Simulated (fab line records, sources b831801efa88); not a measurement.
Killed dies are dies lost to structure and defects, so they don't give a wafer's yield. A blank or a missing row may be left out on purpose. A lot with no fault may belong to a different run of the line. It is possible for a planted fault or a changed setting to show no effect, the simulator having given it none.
fab line records || flow sfq_line
record {"lots": 14, "wafers": 42, "last_day": 80}
route steps=325 shown I1@73
lots that met no fault: from a run of the same line without faults
start_h: hours from the record's first day to the start of the lot's first wafer shown || wait_h: hours elapsed since this lot's preceding step || " same as the row above || L1.1+2: several wafers, shown together as one row || - value missing, or start not given || * or withheld: withheld || < > ~ a bound
route shown NAME@n: names a module that has steps shown in the file, with the first one's number in the route || usual: mean and standard deviation over wafers with no fault || same: alike in all rows || chamber/n: place in a boat || sites: the reading at each site || _std_site: standard deviation of those values || _edge_site: the outer-site mean with the inner-site mean subtracted || radius_mm: how far each site lies from the wafer's centre || mask NAME#n: copy n || behind: tool/chamber where the wafer was last shaped || hold: reason for holding the lot/hours on hold/outcome of the hold || device: the n, p or np transistor that did not switch || end of line: the route-end tests of the same wafers || a step given without rows: its recipe and nothing more || killed: dies lost to structure and defects at the first sort, not the wafer's yield || map: a wafer's dies, x killed, . not, _ none there
set.NAME: the setting that was run; set.NAME@STEP: the one run at that earlier step || model.NAME: the simulator's own value behind a step, which no gauge read
the route's steps for a sample of lots (tables are steps, rows are wafers)
services: the hour from which a tool's chamber was out of use, counted from the record's first day as start_h (under 0 if before that day), plus the number of hours and why
## steps
# step SFQ_TRILAYER_I1_DEP_PECVD_045
# recipe {"material": "SiO2", "temp_c": 150, "time_s": 111.11, "pressure_torr": 2.4, "rf_w": 183.3, "precursor": "SiH4/N2O", "target_thk_nm": 500}
# usual {"heater_power_w": "79/14", "rf_fwd_power_W": "182.4/0.65", "run_length_s": "139.0/0.43", "throttle_valve_pct": "24.5/1.5"}
{"lot.wafer": "L568.1", "tool": "pecvd-02", "chamber": 1, "start_h": 284.26, "wait_h": 0.0, "heater_power_w": 66, "rf_fwd_power_W": 181.8, "run_length_s": 139.4, "throttle_valve_pct": 25.2}
{"lot.wafer": "L568.5", "tool": "pecvd-02", "chamber": 0, "start_h": 284.26, "wait_h": 0.0, "heater_power_w": 91, "rf_fwd_power_W": 182.4, "run_length_s": 139.1, "throttle_valve_pct": 28.3}
{"lot.wafer": "L568.6", "tool": "pecvd-02", "chamber": 2, "start_h": 284.26, "wait_h": 0.0, "heater_power_w": 75, "rf_fwd_power_W": 182.8, "run_length_s": 138.5, "throttle_valve_pct": 24.5}
{"lot.wafer": "L569.2", "tool": "pecvd-01", "chamber": 0, "start_h": 288.64, "wait_h": 0.0, "heater_power_w": 86, "rf_fwd_power_W": 183.6, "run_length_s": 139.1, "throttle_valve_pct": 23.4}
{"lot.wafer": "L569.3", "tool": "pecvd-01", "chamber": 1, "start_h": 288.64, "wait_h": 0.0, "heater_power_w": 59, "rf_fwd_power_W": 181.9, "run_length_s": 139.4, "throttle_valve_pct": 22.8}
{"lot.wafer": "L569.4", "tool": "pecvd-01", "chamber": 1, "start_h": 288.64, "wait_h": 0.0, "heater_power_w": 60, "rf_fwd_power_W": 182.3, "run_length_s": 138.8, "throttle_valve_pct": 22.7}
{"lot.wafer": "L570.1", "tool": "pecvd-04", "chamber": 0, "start_h": 296.59, "wait_h": 0.0, "heater_power_w": 84, "rf_fwd_power_W": 183.3, "run_length_s": 138.9, "throttle_valve_pct": 25.6}
{"lot.wafer": "L570.2", "tool": "pecvd-04", "chamber": 1, "start_h": 296.59, "wait_h": 0.0, "heater_power_w": 99, "rf_fwd_power_W": 182.7, "run_length_s": 139.6, "throttle_valve_pct": 24.6}
{"lot.wafer": "L570.5", "tool": "pecvd-04", "chamber": 0, "start_h": 296.59, "wait_h": 0.0, "heater_power_w": 73, "rf_fwd_power_W": 183.5, "run_length_s": 138.3, "throttle_valve_pct": 25.7}
{"lot.wafer": "L571.4", "tool": "pecvd-01", "chamber": 1, "start_h": 306.65, "wait_h": 0.0, "heater_power_w": 53, "rf_fwd_power_W": 181.7, "run_length_s": 139.1, "throttle_valve_pct": 22.6}
{"lot.wafer": "L571.5", "tool": "pecvd-01", "chamber": 0, "start_h": 306.65, "wait_h": 0.0, "heater_power_w": 85, "rf_fwd_power_W": 182.4, "run_length_s": 139.3, "throttle_valve_pct": 23.6}
{"lot.wafer": "L571.6", "tool": "pecvd-01", "chamber": 2, "start_h": 306.65, "wait_h": 0.0, "heater_power_w": 81, "rf_fwd_power_W": 183.2, "run_length_s": 139.8, "throttle_valve_pct": 22.9}
{"lot.wafer": "L573.1", "tool": "pecvd-01", "chamber": 1, "start_h": 323.58, "wait_h": 0.0, "heater_power_w": 65, "rf_fwd_power_W": 183.3, "run_length_s": 138.7, "throttle_valve_pct": 22.6}
{"lot.wafer": "L573.2", "tool": "pecvd-01", "chamber": 0, "start_h": 323.58, "wait_h": 0.0, "heater_power_w": 81, "rf_fwd_power_W": 181.0, "run_length_s": 139.1, "throttle_valve_pct": 23.7}
{"lot.wafer": "L573.4", "tool": "pecvd-01", "chamber": 1, "start_h": 323.58, "wait_h": 0.0, "heater_power_w": 66, "rf_fwd_power_W": 182.6, "run_length_s": 139.1, "throttle_valve_pct": 22.9}
{"lot.wafer": "L574.1", "tool": "pecvd-01", "chamber": 0, "start_h": 334.21, "wait_h": 0.0, "heater_power_w": 87, "rf_fwd_power_W": 183.3, "run_length_s": 138.7, "throttle_valve_pct": 23.5}
{"lot.wafer": "L574.3", "tool": "pecvd-01", "chamber": 1, "start_h": 334.21, "wait_h": 0.0, "heater_power_w": 64, "rf_fwd_power_W": 182.3, "run_length_s": 139.0, "throttle_valve_pct": 22.6}
{"lot.wafer": "L574.5", "tool": "pecvd-01", "chamber": 1, "start_h": 334.21, "wait_h": 0.0, "heater_power_w": 53, "rf_fwd_power_W": 180.7, "run_length_s": 139.0, "throttle_valve_pct": 22.9}
{"lot.wafer": "L576.4", "tool": "pecvd-04", "chamber": 1, "start_h": 353.45, "wait_h": 0.0, "heater_power_w": 95, "rf_fwd_power_W": 181.9, "run_length_s": 139.0, "throttle_valve_pct": 24.4}
{"lot.wafer": "L576.5", "tool": "pecvd-04", "chamber": 0, "start_h": 353.45, "wait_h": 0.0, "heater_power_w": 69, "rf_fwd_power_W": 183.0, "run_length_s": 139.3, "throttle_valve_pct": 25.7}
{"lot.wafer": "L576.6", "tool": "pecvd-04", "chamber": 2, "start_h": 353.45, "wait_h": 0.0, "heater_power_w": 80, "rf_fwd_power_W": 182.2, "run_length_s": 138.7, "throttle_valve_pct": 24.6}
{"lot.wafer": "L577.1", "tool": "pecvd-01", "chamber": 2, "start_h": 358.21, "wait_h": 0.0, "heater_power_w": 77, "rf_fwd_power_W": 182.5, "run_length_s": 138.7, "throttle_valve_pct": 23.3}
{"lot.wafer": "L577.2", "tool": "pecvd-01", "chamber": 1, "start_h": 358.21, "wait_h": 0.0, "heater_power_w": 57, "rf_fwd_power_W": 182.7, "run_length_s": 139.2, "throttle_valve_pct": 22.7}
{"lot.wafer": "L577.4", "tool": "pecvd-01", "chamber": 0, "start_h": 358.21, "wait_h": 0.0, "heater_power_w": 86, "rf_fwd_power_W": 183.0, "run_length_s": 139.1, "throttle_valve_pct": 23.6}
{"lot.wafer": "L580.1", "tool": "pecvd-01", "chamber": 0, "start_h": 371.41, "wait_h": 0.0, "heater_power_w": 88, "rf_fwd_power_W": "-", "run_length_s": 121.1, "throttle_valve_pct": 23.6}
{"lot.wafer": "L580.4", "tool": "pecvd-01", "chamber": 0, "start_h": 371.41, "wait_h": 0.0, "heater_power_w": 72, "rf_fwd_power_W": "-", "run_length_s": 121.0, "throttle_valve_pct": 23.6}
{"lot.wafer": "L580.5", "tool": "pecvd-01", "chamber": 2, "start_h": 371.41, "wait_h": 0.0, "heater_power_w": 79, "rf_fwd_power_W": "-", "run_length_s": 120.8, "throttle_valve_pct": 23.1}
{"lot.wafer": "L581.1", "tool": "pecvd-02", "chamber": 0, "start_h": 391.03, "wait_h": 0.0, "heater_power_w": 77, "rf_fwd_power_W": 182.5, "run_length_s": 138.9, "throttle_valve_pct": 28.6}
{"lot.wafer": "L581.3", "tool": "pecvd-02", "chamber": 2, "start_h": 391.03, "wait_h": 0.0, "heater_power_w": 72, "rf_fwd_power_W": 184.3, "run_length_s": 138.6, "throttle_valve_pct": 24.2}
{"lot.wafer": "L581.6", "tool": "pecvd-02", "chamber": 1, "start_h": 391.03, "wait_h": 0.0, "heater_power_w": 60, "rf_fwd_power_W": 182.2, "run_length_s": 140.1, "throttle_valve_pct": 25.1}
{"lot.wafer": "L582.2", "tool": "pecvd-01", "chamber": 1, "start_h": 392.23, "wait_h": 0.0, "heater_power_w": 57, "rf_fwd_power_W": "-", "run_length_s": 120.7, "throttle_valve_pct": 22.7}
{"lot.wafer": "L582.4", "tool": "pecvd-01", "chamber": 0, "start_h": 392.23, "wait_h": 0.0, "heater_power_w": 79, "rf_fwd_power_W": "-", "run_length_s": 120.9, "throttle_valve_pct": 23.7}
{"lot.wafer": "L582.6", "tool": "pecvd-01", "chamber": 2, "start_h": 392.23, "wait_h": 0.0, "heater_power_w": 80, "rf_fwd_power_W": "-", "run_length_s": 120.7, "throttle_valve_pct": 23.2}
{"lot.wafer": "L586.2", "tool": "pecvd-04", "chamber": 2, "start_h": 423.35, "wait_h": 0.0, "heater_power_w": 82, "rf_fwd_power_W": 182.2, "run_length_s": 139.3, "throttle_valve_pct": 24.8}
{"lot.wafer": "L586.3", "tool": "pecvd-04", "chamber": 1, "start_h": 423.35, "wait_h": 0.0, "heater_power_w": 108, "rf_fwd_power_W": 182.7, "run_length_s": 139.3, "throttle_valve_pct": 25.1}
{"lot.wafer": "L586.5", "tool": "pecvd-04", "chamber": 2, "start_h": 423.35, "wait_h": 0.0, "heater_power_w": 85, "rf_fwd_power_W": 182.2, "run_length_s": 138.4, "throttle_valve_pct": 25.0}
{"lot.wafer": "L588.1", "tool": "pecvd-04", "chamber": 1, "start_h": 449.73, "wait_h": 0.0, "heater_power_w": 109, "rf_fwd_power_W": 183.2, "run_length_s": 139.9, "throttle_valve_pct": 24.7}
{"lot.wafer": "L588.2", "tool": "pecvd-04", "chamber": 0, "start_h": 449.73, "wait_h": 0.0, "heater_power_w": 73, "rf_fwd_power_W": 182.0, "run_length_s": 138.5, "throttle_valve_pct": 26.4}
{"lot.wafer": "L588.6", "tool": "pecvd-04", "chamber": 2, "start_h": 449.73, "wait_h": 0.0, "heater_power_w": 82, "rf_fwd_power_W": 181.8, "run_length_s": 138.4, "throttle_valve_pct": 25.1}
{"lot.wafer": "L589.2", "tool": "pecvd-01", "chamber": 2, "start_h": 452.13, "wait_h": 0.0, "heater_power_w": 78, "rf_fwd_power_W": 181.5, "run_length_s": 139.1, "throttle_valve_pct": 23.3}
{"lot.wafer": "L589.4", "tool": "pecvd-01", "chamber": 2, "start_h": 452.13, "wait_h": 0.0, "heater_power_w": 81, "rf_fwd_power_W": 183.0, "run_length_s": 139.6, "throttle_valve_pct": 23.2}
{"lot.wafer": "L589.6", "tool": "pecvd-01", "chamber": 1, "start_h": 452.13, "wait_h": 0.0, "heater_power_w": 63, "rf_fwd_power_W": 181.7, "run_length_s": 139.3, "throttle_valve_pct": 22.7}
# step SFQ_TRILAYER_I1_CMP_CMP_046
# recipe {"material": "SiO2", "down_force_psi": 3, "platen_rpm": 60, "pad_velocity_m_s": 0.94248}
# usual {"edge_zone_pressure_frac": "1.000/0.0047", "motor_current_A": "9.9/0.52", "time_to_endpoint_s": "216/8.5"}
{"lot.wafer": "L568.1", "tool": "cmp-02", "chamber": 3, "start_h": 285.48, "wait_h": 1.2, "edge_zone_pressure_frac": 0.998, "motor_current_A": 9.6, "time_to_endpoint_s": 209}
{"lot.wafer": "L568.5", "tool": "cmp-02", "chamber": 2, "start_h": 286.98, "wait_h": 2.6, "edge_zone_pressure_frac": 1.006, "motor_current_A": 9.7, "time_to_endpoint_s": 219}
{"lot.wafer": "L568.6", "tool": "cmp-02", "chamber": 3, "start_h": 286.98, "wait_h": 2.6, "edge_zone_pressure_frac": 0.992, "motor_current_A": 9.9, "time_to_endpoint_s": 215}
{"lot.wafer": "L569.3", "tool": "cmp-01", "chamber": 1, "start_h": 292.92, "wait_h": 4.2, "edge_zone_pressure_frac": 1.002, "motor_current_A": 11.0, "time_to_endpoint_s": 198}
{"lot.wafer": "L569.4", "tool": "cmp-01", "chamber": 2, "start_h": 292.92, "wait_h": 4.2, "edge_zone_pressure_frac": 1.002, "motor_current_A": 10.7, "time_to_endpoint_s": 220}
{"lot.wafer": "L569.2", "tool": "cmp-01", "chamber": 0, "start_h": 294.42, "wait_h": 5.7, "edge_zone_pressure_frac": 0.994, "motor_current_A": 9.7, "time_to_endpoint_s": 224}
{"lot.wafer": "L570.2", "tool": "cmp-02", "chamber": 0, "start_h": 303.48, "wait_h": 6.8, "edge_zone_pressure_frac": 1.001, "motor_current_A": 9.2, "time_to_endpoint_s": 220}
{"lot.wafer": "L570.1", "tool": "cmp-02", "chamber": 2, "start_h": 304.48, "wait_h": 7.8, "edge_zone_pressure_frac": 1.003, "motor_current_A": 9.2, "time_to_endpoint_s": 203}
{"lot.wafer": "L570.5", "tool": "cmp-02", "chamber": 0, "start_h": 305.48, "wait_h": 8.8, "edge_zone_pressure_frac": 1.004, "motor_current_A": 9.9, "time_to_endpoint_s": 210}
{"lot.wafer": "L571.4", "tool": "cmp-01", "chamber": 1, "start_h": 311.96, "wait_h": 5.3, "edge_zone_pressure_frac": 0.991, "motor_current_A": 10.1, "time_to_endpoint_s": 209}
{"lot.wafer": "L571.6", "tool": "cmp-01", "chamber": 2, "start_h": 311.96, "wait_h": 5.3, "edge_zone_pressure_frac": 1.001, "motor_current_A": 10.9, "time_to_endpoint_s": 219}
{"lot.wafer": "L571.5", "tool": "cmp-01", "chamber": 3, "start_h": 311.96, "wait_h": 5.3, "edge_zone_pressure_frac": 1.006, "motor_current_A": 10.8, "time_to_endpoint_s": 221}
{"lot.wafer": "L573.2", "tool": "cmp-02", "chamber": 2, "start_h": 326.98, "wait_h": 3.4, "edge_zone_pressure_frac": 1.001, "motor_current_A": 9.5, "time_to_endpoint_s": 197}
{"lot.wafer": "L573.1", "tool": "cmp-02", "chamber": 3, "start_h": 326.98, "wait_h": 3.4, "edge_zone_pressure_frac": 0.997, "motor_current_A": 9.9, "time_to_endpoint_s": 198}
{"lot.wafer": "L573.4", "tool": "cmp-02", "chamber": 0, "start_h": 326.98, "wait_h": 3.4, "edge_zone_pressure_frac": 0.998, "motor_current_A": 9.4, "time_to_endpoint_s": 216}
{"lot.wafer": "L574.1", "tool": "cmp-02", "chamber": 0, "start_h": 336.98, "wait_h": 2.7, "edge_zone_pressure_frac": 0.999, "motor_current_A": 9.5, "time_to_endpoint_s": 218}
{"lot.wafer": "L574.3", "tool": "cmp-02", "chamber": 1, "start_h": 336.98, "wait_h": 2.7, "edge_zone_pressure_frac": 1.001, "motor_current_A": 9.4, "time_to_endpoint_s": 221}
{"lot.wafer": "L574.5", "tool": "cmp-02", "chamber": 3, "start_h": 338.48, "wait_h": 4.2, "edge_zone_pressure_frac": 1.000, "motor_current_A": 9.6, "time_to_endpoint_s": 207}
{"lot.wafer": "L576.4", "tool": "cmp-02", "chamber": 0, "start_h": 356.20, "wait_h": 2.7, "edge_zone_pressure_frac": 0.997, "motor_current_A": 9.9, "time_to_endpoint_s": 236}
{"lot.wafer": "L576.5", "tool": "cmp-02", "chamber": 1, "start_h": 356.20, "wait_h": 2.7, "edge_zone_pressure_frac": 0.993, "motor_current_A": 10.0, "time_to_endpoint_s": 231}
{"lot.wafer": "L576.6", "tool": "cmp-02", "chamber": 2, "start_h": 356.20, "wait_h": 2.7, "edge_zone_pressure_frac": 1.009, "motor_current_A": 9.4, "time_to_endpoint_s": 211}
{"lot.wafer": "L577.2", "tool": "cmp-02", "chamber": 2, "start_h": 360.70, "wait_h": 2.5, "edge_zone_pressure_frac": 1.005, "motor_current_A": 9.7, "time_to_endpoint_s": 207}
{"lot.wafer": "L577.4", "tool": "cmp-02", "chamber": 3, "start_h": 360.70, "wait_h": 2.5, "edge_zone_pressure_frac": 0.993, "motor_current_A": 9.6, "time_to_endpoint_s": 221}
{"lot.wafer": "L577.1", "tool": "cmp-02", "chamber": 0, "start_h": 360.70, "wait_h": 2.5, "edge_zone_pressure_frac": 0.998, "motor_current_A": 9.9, "time_to_endpoint_s": 212}
{"lot.wafer": "L580.1", "tool": "cmp-01", "chamber": 0, "start_h": 375.86, "wait_h": 4.4, "edge_zone_pressure_frac": 1.000, "motor_current_A": 9.9, "time_to_endpoint_s": 179}
{"lot.wafer": "L580.4", "tool": "cmp-01", "chamber": 1, "start_h": 375.86, "wait_h": 4.4, "edge_zone_pressure_frac": 1.007, "motor_current_A": 10.6, "time_to_endpoint_s": 164}
{"lot.wafer": "L580.5", "tool": "cmp-01", "chamber": 2, "start_h": 375.86, "wait_h": 4.4, "edge_zone_pressure_frac": 1.000, "motor_current_A": 10.4, "time_to_endpoint_s": 165}
{"lot.wafer": "L581.1", "tool": "cmp-01", "chamber": 2, "start_h": 392.53, "wait_h": 1.5, "edge_zone_pressure_frac": 1.008, "motor_current_A": 10.1, "time_to_endpoint_s": 219}
{"lot.wafer": "L581.3", "tool": "cmp-01", "chamber": 0, "start_h": 393.53, "wait_h": 2.5, "edge_zone_pressure_frac": 0.997, "motor_current_A": 9.9, "time_to_endpoint_s": 228}
{"lot.wafer": "L581.6", "tool": "cmp-01", "chamber": 2, "start_h": 394.53, "wait_h": 3.4, "edge_zone_pressure_frac": 1.004, "motor_current_A": 10.0, "time_to_endpoint_s": 230}
{"lot.wafer": "L582.4", "tool": "cmp-02", "chamber": 3, "start_h": 394.43, "wait_h": 2.1, "edge_zone_pressure_frac": 1.002, "motor_current_A": 10.3, "time_to_endpoint_s": 163}
{"lot.wafer": "L582.2", "tool": "cmp-02", "chamber": 0, "start_h": 394.43, "wait_h": 2.1, "edge_zone_pressure_frac": 0.993, "motor_current_A": 9.1, "time_to_endpoint_s": 161}
{"lot.wafer": "L582.6", "tool": "cmp-02", "chamber": 0, "start_h": 396.93, "wait_h": 4.6, "edge_zone_pressure_frac": 0.992, "motor_current_A": 9.6, "time_to_endpoint_s": 161}
{"lot.wafer": "L586.2", "tool": "cmp-02", "chamber": 2, "start_h": 433.61, "wait_h": 10.2, "edge_zone_pressure_frac": 0.998, "motor_current_A": 9.8, "time_to_endpoint_s": 214}
{"lot.wafer": "L586.3", "tool": "cmp-02", "chamber": 1, "start_h": 435.11, "wait_h": 11.7, "edge_zone_pressure_frac": 0.998, "motor_current_A": 10.1, "time_to_endpoint_s": 217}
{"lot.wafer": "L586.5", "tool": "cmp-02", "chamber": 2, "start_h": 435.11, "wait_h": 11.7, "edge_zone_pressure_frac": 0.997, "motor_current_A": 9.2, "time_to_endpoint_s": 220}
{"lot.wafer": "L588.2", "tool": "cmp-02", "chamber": 2, "start_h": 452.11, "wait_h": 2.3, "edge_zone_pressure_frac": 1.009, "motor_current_A": 9.4, "time_to_endpoint_s": 208}
{"lot.wafer": "L588.1", "tool": "cmp-02", "chamber": 3, "start_h": 452.11, "wait_h": 2.3, "edge_zone_pressure_frac": 1.001, "motor_current_A": 9.4, "time_to_endpoint_s": 211}
{"lot.wafer": "L588.6", "tool": "cmp-02", "chamber": 2, "start_h": 454.11, "wait_h": 4.3, "edge_zone_pressure_frac": 1.002, "motor_current_A": 9.3, "time_to_endpoint_s": 214}
{"lot.wafer": "L589.2", "tool": "cmp-02", "chamber": 2, "start_h": 457.61, "wait_h": 5.4, "edge_zone_pressure_frac": 0.998, "motor_current_A": 9.5, "time_to_endpoint_s": 209}
{"lot.wafer": "L589.4", "tool": "cmp-02", "chamber": 3, "start_h": 457.61, "wait_h": 5.4, "edge_zone_pressure_frac": 0.995, "motor_current_A": 9.5, "time_to_endpoint_s": 208}
{"lot.wafer": "L589.6", "tool": "cmp-02", "chamber": 2, "start_h": 459.61, "wait_h": 7.4, "edge_zone_pressure_frac": 1.005, "motor_current_A": 9.4, "time_to_endpoint_s": 212}
## services
{"tool": "pecvd-04", "chamber": 0, "start_h": 280.40, "hours": 10.4, "kind": "repair"}
{"tool": "pecvd-04", "chamber": 2, "start_h": 286.73, "hours": 13.4, "kind": "repair"}
{"tool": "cmp-01", "chamber": "-", "start_h": 298.48, "hours": 3.0, "kind": "repair"}
{"tool": "pecvd-01", "chamber": "-", "start_h": 329.85, "hours": 0.8, "kind": "repair"}
{"tool": "cmp-01", "chamber": "-", "start_h": 342.23, "hours": 2.8, "kind": "repair"}
{"tool": "pecvd-01", "chamber": "-", "start_h": 356.46, "hours": 1.4, "kind": "repair"}
{"tool": "cmp-01", "chamber": "-", "start_h": 363.94, "hours": 1.9, "kind": "repair"}
{"tool": "pecvd-01", "chamber": 1, "start_h": 371.70, "hours": 1.9, "kind": "repair"}
{"tool": "cmp-02", "chamber": "-", "start_h": 376.78, "hours": 1.0, "kind": "repair"}
{"tool": "pecvd-04", "chamber": "-", "start_h": 389.95, "hours": 2.8, "kind": "pm"}
{"tool": "pecvd-02", "chamber": "-", "start_h": 399.43, "hours": 2.8, "kind": "repair"}
{"tool": "cmp-02", "chamber": "-", "start_h": 406.43, "hours": 4.0, "kind": "pm"}
{"tool": "cmp-02", "chamber": "-", "start_h": 410.43, "hours": "-", "kind": "consumable_replace:conditioner"}
{"tool": "cmp-02", "chamber": "-", "start_h": 410.43, "hours": "-", "kind": "consumable_replace:pad"}
{"tool": "cmp-01", "chamber": "-", "start_h": 425.03, "hours": 16.2, "kind": "pm"}
{"tool": "cmp-02", "chamber": "-", "start_h": 430.81, "hours": 2.8, "kind": "repair"}
{"tool": "pecvd-01", "chamber": "-", "start_h": 445.56, "hours": 6.0, "kind": "pm"}
{"tool": "cmp-01", "chamber": "-", "start_h": 457.92, "hours": 1.1, "kind": "repair"}
## key
first_sign {"step": "SFQ_TRILAYER_I1_DEP_PECVD_045", "reading": "run_length_s", "direction": "down", "sigmas": 42, "usual": "*", "struck": "*"}
effect {"step": "SFQ_TRILAYER_I1_CMP_CMP_046", "reading": "time_to_endpoint_s", "direction": "down", "sigmas": 6, "usual": "*", "struck": "*"}
met_at SFQ_TRILAYER_I1_DEP_PECVD_045
struck_lots L580,L582
onset_between 358.21 371.41
fault {"kind": "process_parameter_drift", "tool": "pecvd-01", "chamber": "-", "onset_h": 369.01, "steps": "SFQ_TRILAYER_I1_DEP_PECVD_045", "channel": "time_s", "offset": "*", "shape": "step", "end_h": 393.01, "acts_in": "*", "stated": "*"}
